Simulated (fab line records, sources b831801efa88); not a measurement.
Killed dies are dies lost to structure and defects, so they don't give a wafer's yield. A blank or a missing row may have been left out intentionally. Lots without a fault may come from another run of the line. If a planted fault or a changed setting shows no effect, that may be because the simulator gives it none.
Split-lot trial | flow sky130 | 23 wafers read across 5 lots, on a route 708 steps long

ABOUT THE SPLIT
At SKY_VIA1_COAT_07 (resist thk 450 nm), the setting spinRpm was moved away from the recipe's 3000 rpm on 7 of the 23 wafers read, by -7.4% to +2.8%. All remaining wafers had this setting at the recipe value.

BETWEEN THE SPLIT AND THE READING: the file shows 1 step in between
- SKY_VIA1_ETCH_14: etches BARC in N2/H2, stops on SiO2, time 45.9 s, target depth 60 nm (also split here: sourceW)

THE READING
KrF-thick_of_VIA1_COAT_07.thkNm (the simulator's own value, which no gauge read), in nm, at SKY_VIA1_ETCH_15 (etches SiO2 in C4F8/O2/Ar, stops on TiN, target depth 351 nm, time 54 s). There is no usual value for it anywhere in the file. Here, 16 wafers ran the recipe; their average is 322.8 nm with a standard deviation of 2.2 nm.

wafer  | tool, chamber at the split | spinRpm as run, rpm | against the recipe | KrF-thick_of_VIA1_COAT_07.thkNm, nm | against lot-mates on the recipe
L074.2 | lithoTrack-02, 0           | 3000                | recipe             | 319.9                               | -
L074.3 | lithoTrack-02, 0           | 3000                | recipe             | 322.7                               | -
L074.4 | lithoTrack-02, 0           | 3000                | recipe             | 323.8                               | -
L074.5 | lithoTrack-02, 0           | 3000                | recipe             | 317.4                               | -
L074.6 | lithoTrack-02, 0           | 3000                | recipe             | 322.5                               | -
L078.1 | lithoTrack-01, 0           | 3000                | recipe             | 322.3                               | -
L078.3 | lithoTrack-01, 0           | 3000                | recipe             | 322.3                               | -
L078.4 | lithoTrack-01, 0           | 3000                | recipe             | 323.5                               | -
L080.1 | lithoTrack-02, 0           | 3084                | +2.8%              | 317.6                               | -6.3
L080.3 | lithoTrack-02, 0           | 3000                | recipe             | 323.3                               | -
L080.4 | lithoTrack-02, 0           | 3000                | recipe             | 323                                 | -
L080.5 | lithoTrack-02, 0           | 3000                | recipe             | 325.4                               | -
L080.6 | lithoTrack-02, 0           | 3084                | +2.8%              | 316.1                               | -7.8
L083.1 | lithoTrack-01, 0           | 2778                | -7.4%              | 345                                 | +20.5
L083.2 | lithoTrack-01, 0           | 3000                | recipe             | 327.9                               | -
L083.3 | lithoTrack-01, 0           | 3000                | recipe             | 323.2                               | -
L083.4 | lithoTrack-01, 0           | 2778                | -7.4%              | 342.4                               | +17.9
L083.6 | lithoTrack-01, 0           | 3000                | recipe             | 322.3                               | -
L082.1 | lithoTrack-03, 0           | 2815                | -6.2%              | 338.4                               | +15.9
L082.2 | lithoTrack-03, 0           | 2815                | -6.2%              | 337.4                               | +14.9
L082.3 | lithoTrack-03, 0           | 3000                | recipe             | 323.9                               | -
L082.4 | lithoTrack-03, 0           | 2815                | -6.2%              | 337.9                               | +15.4
L082.6 | lithoTrack-03, 0           | 3000                | recipe             | 321                                 | -

FIT RESULTS
A straight line over all 23 wafers: KrF-thick_of_VIA1_COAT_07.thkNm changes by -2.58 nm for each +1% of spinRpm; r = -0.97; the points scatter about the line by 2.1 nm.
The same after taking each lot's own level away (the mean of its wafers on the recipe; 23 wafers): -2.55 nm for each +1%; r = -0.98; scatter 1.7 nm.
That fit puts the effect of the largest move of spinRpm on the reading at 19 nm.
From 321.26 to 324.47 nm: that is the span of the lots' own levels, equal to 1.5 times the standard deviation above.
So the lot-to-lot level changes the slope little: the two slopes agree.
Check: for one of the wafers moved furthest among these (-7.4%), held out of the fit, the line's prediction against its lot-mates is +18.4 nm. Against them it came out at +20.5 nm.

OTHER SPLITS ON THESE WAFERS
These wafers also went through other splits before the reading. Each is held against what the fit with the lots' levels taken away leaves over:
other split on the same wafers               | wafers away from the commonest value | r with KrF-thick_of_VIA1_COAT_07.thkNm (lot level and that fit taken away)
SKY_SD_N_COAT_02 resistThkNm                 | 7                                    | +0.17
SKY_SD_N_STRIP_11 powerW                     | 9                                    | -0.16
SKY_LI_CONTACT_CVD_21 tempC                  | 8                                    | -0.25
SKY_LOCAL_INTERCONNECT_COAT_06 spinRpm       | 6                                    | +0.08
SKY_LOCAL_INTERCONNECT_ETCH_13 pressureMtorr | 15                                   | +0.03
SKY_CONTACT_SPUTTER_23 timeS                 | 6                                    | -0.26
SKY_METAL1_SPUTTER_03 timeS                  | 7                                    | -0.08
SKY_VIA1_ETCH_14 sourceW                     | 6                                    | -0.63

THE WHOLE CHAIN: every reading that the file lists as answering this split, in the file's order
step              | what it does                                                            | reading                                                                          | change (the file's fit)              | r (the file's)
SKY_VIA1_COAT_07  | resist thk 450 nm                                                       | KrF-thick_of_VIA1_COAT_07.thkNm (the simulator's own value, which no gauge read) | -2.46 nm for each +1% of the setting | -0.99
SKY_VIA1_ETCH_15  | etches SiO2 in C4F8/O2/Ar, stops on TiN, target depth 351 nm, time 54 s | KrF-thick_of_VIA1_COAT_07.thkNm (the simulator's own value, which no gauge read) | -2.56 nm for each +1% of the setting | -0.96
SKY_VIA1_STRIP_16 | strips in O2/N2                                                         | stripTimeToEndpointS                                                             | withheld for each +1% of the setting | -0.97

FILE'S OWN FIT
KrF-thick_of_VIA1_COAT_07.thkNm changes by -2.56 nm for each +1% of spinRpm, r = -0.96.
